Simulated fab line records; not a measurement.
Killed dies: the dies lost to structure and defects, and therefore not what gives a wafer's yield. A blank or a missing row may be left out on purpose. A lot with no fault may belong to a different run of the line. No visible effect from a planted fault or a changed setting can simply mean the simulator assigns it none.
Which tool did it? ; flow gf180mcu ; 33 wafers from 11 lots sampled at 2 of the route's 602 steps

WHAT THE GAUGES SHOWED, per wafer
GF_CONTACT_RS_MEAS_25: measures by four-point-probe.
lot;measured;on;CONTACT_W_RS (ohm/sq)
L157;day 16 04:01;film metro-02;0.379 0.376 0.384
L158;day 16 10:35;film metro-02;0.381 0.383 0.383
L160;day 17 09:37;film metro-02;0.377 0.377 0.383
L161;day 17 15:21;film metro-02;0.384 0.370 0.372
L163;day 18 08:05;film metro-02;0.385 0.383 0.384
L165;day 19 00:46;film metro-02;0.382 0.383 0.393
L166;day 19 11:20;film metro-02;0.380 0.383 0.381
L167;day 19 19:55;film metro-02;0.381 0.370 0.382
L168;day 20 04:23;film metro-02;0.380 0.385 0.383
L177;day 23 09:01;film metro-04;0.386 0.532 0.528
L178;day 23 13:41;film metro-02;0.523 0.517 0.381

EACH LOT AND THE TOOL THAT RAN IT (in order: tool; ch and the chambers of the sampled wafers; start)
lot;GF_CONTACT_CVD_24
L157;cvd w-01 ch 0,1, day 16 03:55
L158;cvd w-01 ch 0,1, day 16 10:29
L160;cvd w-02 ch 0,1, day 17 09:26
L161;cvd w-02 ch 0,1, day 17 15:14
L163;cvd w-02 ch 0, day 18 07:59
L165;cvd w-02 ch 0,1, day 19 00:38
L166;cvd w-01 ch 0,1, day 19 11:13
L167;cvd w-02 ch 0,1, day 19 19:48
L168;cvd w-01 ch 0,1, day 20 04:14
L177;cvd w-02 ch 0,1, day 23 08:55
L178;cvd w-02 ch 0,1, day 23 13:34
- GF_CONTACT_CVD_24: deposits W, target thk 300 nm, time 90.339 s.

THE ANSWER, worked out from the rows above alone
Rule: the lots themselves supply what counts as usual. The widest of any qualifying gaps counts: lots, ordered by their means at a reading, are off when they make up no more than a third of the lots, leave a main group of 4 or more, and stand apart from it by 3 or more times the standard deviation of that group's means. Not used: any main group whose means are identical at the precision the tables above print for the reading. A lot without any number at a reading at which 4 lots or more have one is off too. The other lots that the step has rows for count as sound.
Off: L177, L178, at GF_CONTACT_RS_MEAS_25 (CONTACT_W_RS). The main group: mean 0.381 ohm/sq, standard deviation 0.0031.
A tool fits if, at a process step before that reading, it ran every lot that is off, and no sound lot after the first of them. The gauges at GF_CONTACT_RS_MEAS_25 are tried like those tools. One fits: cvd w-02 at GF_CONTACT_CVD_24. Its last sound lot is L167 (day 19 19:48), its first lot that is off L177 (day 23 08:55): a fault that began between those two fits.

WHAT HAD BEEN PUT IN BY THE SIMULATOR
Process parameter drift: cvd w-02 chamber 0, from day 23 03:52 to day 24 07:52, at GF_CONTACT_CVD_24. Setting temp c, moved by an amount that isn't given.
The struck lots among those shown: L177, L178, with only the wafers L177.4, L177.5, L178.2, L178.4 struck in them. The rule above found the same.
